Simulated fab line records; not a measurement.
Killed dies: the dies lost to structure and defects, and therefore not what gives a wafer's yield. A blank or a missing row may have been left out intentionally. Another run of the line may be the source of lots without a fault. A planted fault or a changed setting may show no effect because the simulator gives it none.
Check for tools in common || flow sfq line || Sampled: 14 lots, 48 wafers

REASON FOR OPENING
2 of 14 lots carry a flag on the reading M2_NB_RS at SFQ_M2_RS_MEAS_914. No-fault wafers: 0.890 ohm/sq, standard deviation 0.0068.
Rule: a lot is flagged when every wafer of it that has a number lies more than 4 standard deviations from that mean, or none has a number. As for the other lots, they are considered sound.

{"lot": "L197", "measured": "day 16 02:19", "on": "film metro-04", "M2_NB_RS (ohm/sq), wafer by wafer": "0.889 0.886 0.886", "flag": ""}
{"lot": "L201", "measured": "day 17 17:48", "on": "film metro-03", "M2_NB_RS (ohm/sq), wafer by wafer": "0.890 0.890 0.900", "flag": ""}
{"lot": "L202", "measured": "day 17 20:10", "on": "film metro-03", "M2_NB_RS (ohm/sq), wafer by wafer": "0.893 0.898 0.891", "flag": ""}
{"lot": "L203", "measured": "day 18 06:33", "on": "film metro-04", "M2_NB_RS (ohm/sq), wafer by wafer": "0.887 0.892 0.893", "flag": ""}
{"lot": "L207", "measured": "day 21 23:20", "on": "film metro-02", "M2_NB_RS (ohm/sq), wafer by wafer": "0.879 0.888 0.885", "flag": ""}
{"lot": "L208", "measured": "day 22 07:34", "on": "film metro-04", "M2_NB_RS (ohm/sq), wafer by wafer": "0.825 0.836 0.828 0.825 0.833 0.829", "flag": "FLAGGED"}
{"lot": "L211", "measured": "day 23 11:07", "on": "film metro-02", "M2_NB_RS (ohm/sq), wafer by wafer": "0.828 0.839 0.822 0.829 0.837 0.820", "flag": "FLAGGED"}
{"lot": "L214", "measured": "day 24 11:08", "on": "film metro-04", "M2_NB_RS (ohm/sq), wafer by wafer": "0.879 0.891 0.872", "flag": ""}
{"lot": "L215", "measured": "day 24 15:57", "on": "film metro-04", "M2_NB_RS (ohm/sq), wafer by wafer": "0.890 0.887 0.889", "flag": ""}
{"lot": "L216", "measured": "day 24 20:46", "on": "film metro-03", "M2_NB_RS (ohm/sq), wafer by wafer": "0.892 0.876 0.891", "flag": ""}
{"lot": "L217", "measured": "day 25 00:19", "on": "film metro-03", "M2_NB_RS (ohm/sq), wafer by wafer": "0.901 0.900 0.898", "flag": ""}
{"lot": "L218", "measured": "day 25 03:57", "on": "film metro-02", "M2_NB_RS (ohm/sq), wafer by wafer": "0.893 0.892 0.894", "flag": ""}
{"lot": "L219", "measured": "day 25 20:00", "on": "film metro-04", "M2_NB_RS (ohm/sq), wafer by wafer": "0.892 0.885 0.890", "flag": ""}
{"lot": "L220", "measured": "day 25 23:34", "on": "film metro-04", "M2_NB_RS (ohm/sq), wafer by wafer": "0.895 0.884 0.888", "flag": ""}
The numbers of the flagged lots are 0.829 ohm/sq on average: -0.061 ohm/sq against the usual, or -9 standard deviations.

WHICH TOOL RAN EACH LOT
The record holds 3 process steps before the reading, out of a route of 325 steps. Cell contents, in order: the tool; ch with the chambers the sampled wafers went through; the start.
{"lot": "L197", "flag": "", "SFQ_TRILAYER_L0_VIA_BARC_OPEN_VIA_ETCH_021": "rie diel-04 ch 2,3, day 5 10:27", "SFQ_TRILAYER_L0_VIA_STRIP_STRIP_017": "rie metal-04 ch 0,1, day 5 10:32", "SFQ_TRILAYER_M2_DEP_SPUTTER_055": "pvd sputter-03, day 16 02:12"}
{"lot": "L201", "flag": "", "SFQ_TRILAYER_L0_VIA_BARC_OPEN_VIA_ETCH_021": "rie diel-04 ch 0,3, day 6 08:03", "SFQ_TRILAYER_L0_VIA_STRIP_STRIP_017": "rie metal-03 ch 0,1, day 6 08:20", "SFQ_TRILAYER_M2_DEP_SPUTTER_055": "pvd sputter-06, day 17 17:39"}
{"lot": "L202", "flag": "", "SFQ_TRILAYER_L0_VIA_BARC_OPEN_VIA_ETCH_021": "rie diel-03 ch 1,2, day 6 10:33", "SFQ_TRILAYER_L0_VIA_STRIP_STRIP_017": "rie metal-04 ch 0,1, day 6 10:38", "SFQ_TRILAYER_M2_DEP_SPUTTER_055": "pvd sputter-04, day 17 20:03"}
{"lot": "L203", "flag": "", "SFQ_TRILAYER_L0_VIA_BARC_OPEN_VIA_ETCH_021": "rie diel-02 ch 0,1,2, day 6 15:21", "SFQ_TRILAYER_L0_VIA_STRIP_STRIP_017": "rie metal-01 ch 0,1, day 6 15:38", "SFQ_TRILAYER_M2_DEP_SPUTTER_055": "pvd sputter-06, day 18 06:25"}
{"lot": "L207", "flag": "", "SFQ_TRILAYER_L0_VIA_BARC_OPEN_VIA_ETCH_021": "rie diel-03 ch 0,2,3, day 7 12:57", "SFQ_TRILAYER_L0_VIA_STRIP_STRIP_017": "rie metal-01 ch 0,1, day 7 13:02", "SFQ_TRILAYER_M2_DEP_SPUTTER_055": "pvd sputter-04, day 21 23:13"}
{"lot": "L208", "flag": "FLAGGED", "SFQ_TRILAYER_L0_VIA_BARC_OPEN_VIA_ETCH_021": "rie diel-02 ch 0,1, day 7 20:09", "SFQ_TRILAYER_L0_VIA_STRIP_STRIP_017": "rie metal-01 ch 0,1, day 7 20:26", "SFQ_TRILAYER_M2_DEP_SPUTTER_055": "pvd sputter-06, day 22 07:25"}
{"lot": "L211", "flag": "FLAGGED", "SFQ_TRILAYER_L0_VIA_BARC_OPEN_VIA_ETCH_021": "rie diel-02 ch 0,1,2, day 8 17:34", "SFQ_TRILAYER_L0_VIA_STRIP_STRIP_017": "rie metal-03 ch 0,1, day 8 17:40", "SFQ_TRILAYER_M2_DEP_SPUTTER_055": "pvd sputter-06, day 23 11:01"}
{"lot": "L214", "flag": "", "SFQ_TRILAYER_L0_VIA_BARC_OPEN_VIA_ETCH_021": "rie diel-04 ch 0,1,3, day 9 11:34", "SFQ_TRILAYER_L0_VIA_STRIP_STRIP_017": "rie metal-04 ch 0,1, day 9 11:40", "SFQ_TRILAYER_M2_DEP_SPUTTER_055": "pvd sputter-04, day 24 11:01"}
{"lot": "L215", "flag": "", "SFQ_TRILAYER_L0_VIA_BARC_OPEN_VIA_ETCH_021": "rie diel-03 ch 2,3, day 9 17:34", "SFQ_TRILAYER_L0_VIA_STRIP_STRIP_017": "rie metal-01 ch 0,1, day 9 17:52", "SFQ_TRILAYER_M2_DEP_SPUTTER_055": "pvd sputter-04, day 24 15:49"}
{"lot": "L216", "flag": "", "SFQ_TRILAYER_L0_VIA_BARC_OPEN_VIA_ETCH_021": "rie diel-04 ch 0,1, day 9 22:22", "SFQ_TRILAYER_L0_VIA_STRIP_STRIP_017": "rie metal-03 ch 0,1, day 9 22:40", "SFQ_TRILAYER_M2_DEP_SPUTTER_055": "pvd sputter-03, day 24 20:37"}
{"lot": "L217", "flag": "", "SFQ_TRILAYER_L0_VIA_BARC_OPEN_VIA_ETCH_021": "rie diel-04 ch 1,2,3, day 10 06:46", "SFQ_TRILAYER_L0_VIA_STRIP_STRIP_017": "rie metal-03 ch 0,1, day 10 06:52", "SFQ_TRILAYER_M2_DEP_SPUTTER_055": "pvd sputter-03, day 25 00:13"}
{"lot": "L218", "flag": "", "SFQ_TRILAYER_L0_VIA_BARC_OPEN_VIA_ETCH_021": "rie diel-03 ch 0,2,3, day 10 13:58", "SFQ_TRILAYER_L0_VIA_STRIP_STRIP_017": "rie metal-01 ch 1, day 10 14:04", "SFQ_TRILAYER_M2_DEP_SPUTTER_055": "pvd sputter-03, day 25 03:50"}
{"lot": "L219", "flag": "", "SFQ_TRILAYER_L0_VIA_BARC_OPEN_VIA_ETCH_021": "rie diel-04 ch 0,2, day 10 19:58", "SFQ_TRILAYER_L0_VIA_STRIP_STRIP_017": "rie metal-01 ch 0,1, day 10 20:04", "SFQ_TRILAYER_M2_DEP_SPUTTER_055": "pvd sputter-04, day 25 19:53"}
{"lot": "L220", "flag": "", "SFQ_TRILAYER_L0_VIA_BARC_OPEN_VIA_ETCH_021": "rie diel-04 ch 0,1,3, day 11 00:46", "SFQ_TRILAYER_L0_VIA_STRIP_STRIP_017": "rie metal-04 ch 0, day 11 00:52", "SFQ_TRILAYER_M2_DEP_SPUTTER_055": "pvd sputter-03, day 25 23:28"}
These steps, and what they do:
- SFQ_TRILAYER_L0_VIA_BARC_OPEN_VIA_ETCH_021: etches BARC in O2, target depth 125 nm, time 41.7 s.
- SFQ_TRILAYER_L0_VIA_STRIP_STRIP_017: strips in O2.
- SFQ_TRILAYER_M2_DEP_SPUTTER_055: material Nb, target thk 200 nm, time 133.3 s.
- SFQ_M2_RS_MEAS_914: measures by four-point-probe.

FLAGGED AGAINST TOTAL, ONE TOOL AT A TIME (gauges that did the reading follow at the end)
{"step": "SFQ_TRILAYER_L0_VIA_BARC_OPEN_VIA_ETCH_021", "tool": "rie diel-02", "lots run": 3, "flagged": 2, "share of the flagged lots": "all", "sound lots run after its first flagged lot": 0}
{"step": "SFQ_TRILAYER_L0_VIA_BARC_OPEN_VIA_ETCH_021", "tool": "rie diel-03", "lots run": 4, "flagged": 0, "share of the flagged lots": "none", "sound lots run after its first flagged lot": "-"}
{"step": "SFQ_TRILAYER_L0_VIA_BARC_OPEN_VIA_ETCH_021", "tool": "rie diel-04", "lots run": 7, "flagged": 0, "share of the flagged lots": "none", "sound lots run after its first flagged lot": "-"}
{"step": "SFQ_TRILAYER_L0_VIA_STRIP_STRIP_017", "tool": "rie metal-01", "lots run": 6, "flagged": 1, "share of the flagged lots": "some", "sound lots run after its first flagged lot": "3 (L215,L218,L219)"}
{"step": "SFQ_TRILAYER_L0_VIA_STRIP_STRIP_017", "tool": "rie metal-03", "lots run": 4, "flagged": 1, "share of the flagged lots": "some", "sound lots run after its first flagged lot": "2 (L216,L217)"}
{"step": "SFQ_TRILAYER_L0_VIA_STRIP_STRIP_017", "tool": "rie metal-04", "lots run": 4, "flagged": 0, "share of the flagged lots": "none", "sound lots run after its first flagged lot": "-"}
{"step": "SFQ_TRILAYER_M2_DEP_SPUTTER_055", "tool": "pvd sputter-03", "lots run": 5, "flagged": 0, "share of the flagged lots": "none", "sound lots run after its first flagged lot": "-"}
{"step": "SFQ_TRILAYER_M2_DEP_SPUTTER_055", "tool": "pvd sputter-04", "lots run": 5, "flagged": 0, "share of the flagged lots": "none", "sound lots run after its first flagged lot": "-"}
{"step": "SFQ_TRILAYER_M2_DEP_SPUTTER_055", "tool": "pvd sputter-06", "lots run": 4, "flagged": 2, "share of the flagged lots": "all", "sound lots run after its first flagged lot": 0}
{"step": "SFQ_M2_RS_MEAS_914", "tool": "film metro-02", "lots run": 3, "flagged": 1, "share of the flagged lots": "some", "sound lots run after its first flagged lot": "1 (L218)"}
{"step": "SFQ_M2_RS_MEAS_914", "tool": "film metro-03", "lots run": 4, "flagged": 0, "share of the flagged lots": "none", "sound lots run after its first flagged lot": "-"}
{"step": "SFQ_M2_RS_MEAS_914", "tool": "film metro-04", "lots run": 7, "flagged": 1, "share of the flagged lots": "some", "sound lots run after its first flagged lot": "4 (L214,L215,L219,L220)"}

WHAT THE TABLE PERMITS
Every flagged lot went through 2 rows of the table: rie diel-02 at SFQ_TRILAYER_L0_VIA_BARC_OPEN_VIA_ETCH_021 and pvd sputter-06 at SFQ_TRILAYER_M2_DEP_SPUTTER_055.
- rie diel-02 at SFQ_TRILAYER_L0_VIA_BARC_OPEN_VIA_ETCH_021: 2 of its 3 lots flagged. Its last sound lot is L203 (day 6 15:21), its first flagged lot L208 (day 7 20:09): a fault that began between those two fits.
- pvd sputter-06 at SFQ_TRILAYER_M2_DEP_SPUTTER_055: 2 of its 4 lots flagged. Its last sound lot is L203 (day 18 06:25), its first flagged lot L208 (day 22 07:25): a fault that began between those two fits.
Because each of these 2 tools fits a fault that began at some hour, counting lots does not separate them. More lots, or a look at what each step does to the wafer, might.

WHAT THE SIMULATOR PUT IN
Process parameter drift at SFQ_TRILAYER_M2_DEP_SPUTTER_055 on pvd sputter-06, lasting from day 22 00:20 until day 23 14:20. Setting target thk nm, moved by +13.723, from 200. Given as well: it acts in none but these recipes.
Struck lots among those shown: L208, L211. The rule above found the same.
